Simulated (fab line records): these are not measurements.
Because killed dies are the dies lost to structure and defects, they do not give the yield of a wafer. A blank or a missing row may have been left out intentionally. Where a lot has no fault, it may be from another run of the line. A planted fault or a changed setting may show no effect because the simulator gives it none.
Comparing a struck lot with a sound one | flow sky130 | 15 steps out of a route of 708
Sound: wafers L235.1, L235.4, L235.6. The struck wafers were L245.1, L245.2, L245.5. Last of all comes the cause.
For every step that has rows: the tool of each side, followed by ch and its chambers, followed by its first start. Under that, the readings that differ: sound wafers | struck wafers | difference of the means | sigmas: that difference in standard deviations of wafers without a fault.
alike: same words and numbers on both sides, and readings whose means sit less than 2 such deviations apart. not compared: any withheld reading, any reading some wafer has no value for, any bound like >300 that may hide the same value, and any number with overlapping values for which the record gives no deviation.
The two part at a step that has a row with sigmas, a row that says differs or no value, or rows on one side only. Non-overlapping numbers with no deviation appear without sigmas and do not part them. A reading that every wafer of one side lacks parts them only if that side has two wafers or more.

first, 1 step without rows for these wafers: SKY_POLY_GATE_OXIDATION_20 (stabilise 600 s, purge 300 s, target thk 4 nm).
SKY_POLY_GATE_THK_MEAS_21:
  sound on filmMetro-02 at day 16 14:56; struck on filmMetro-04 at day 20 02:58
  alike: POLY_GATE_OXIDATION_THK
SKY_POLY_GATE_CD_MEAS_22:
  sound on cdSem-01 at day 16 15:00; struck on cdSem-01 at day 20 03:02
  alike: cdNm
then, 7 steps without rows for these wafers: SKY_LDD_N_DEHYDRATE_00 (time 60 s); SKY_LDD_N_HMDS_01 (prime time 60 s); SKY_LDD_N_COAT_02 (resist thk 300 nm); SKY_LDD_N_SOFTBAKE_03 (time 60 s); SKY_LDD_N_EXPOSE_04 (exposes mask NTM, target cd 840 nm); SKY_LDD_N_PEB_05; SKY_LDD_N_DEVELOP_06 (develop time 60 s).
SKY_LDD_N_OVL_MEAS_07:
  sound on overlay-01 at day 17 19:10; struck on overlay-02 at day 21 09:58
  alike: LDD_N_OVL
after that, 1 step had no rows for these wafers: SKY_LDD_N_IMPLANT_08.
SKY_LDD_N_IMPLANT_09:
  sound on implanter-02 ch 0, day 17 19:21; struck on implanter-01 ch 0, day 21 10:09
reading                  | sound                | struck               | difference | sigmas
beamEnergyKeV            | 20.005 19.996 19.999 | 17.793 17.786 17.772 | -2.216     | -99 or more
model.implant.rpNm (nm)  | 16.18 16.18 16.18    | 14.57 14.57 14.57    | -1.61      | 
model.implant.drpNm (nm) | 7.212 7.212 7.212    | 6.653 6.653 6.653    | -0.559     | 
after that, 1 step had no rows for these wafers: SKY_LDD_N_IMPLANT_10.
-- here the record skips 27 days between the struck wafers' starts before and after, leaving off in module LDD_N and picking up in module PAD_OPEN (first step shown: number 708 of the route) --
SKY_PAD_OPEN_PROBE_99:
  sound on prober-01 at day 45 23:26; struck on prober-01 at day 48 12:35
  alike: killed_at_M0_to_M3, killed_at_M4_up, killedAtContacts, killedAtFrontEnd, killedAtOther, killedDies, killedOpen, killedShort
  not compared: model.etest.tipN.rsOhmSq

== WHERE THEY PART ==
Only at SKY_LDD_N_IMPLANT_09, as far as this record shows. Later steps at which nothing parts them and some readings are alike: SKY_PAD_OPEN_PROBE_99.

WHY: whatever the simulator had introduced
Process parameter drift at SKY_LDD_N_IMPLANT_09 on implanter-01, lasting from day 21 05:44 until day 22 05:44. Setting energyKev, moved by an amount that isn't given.
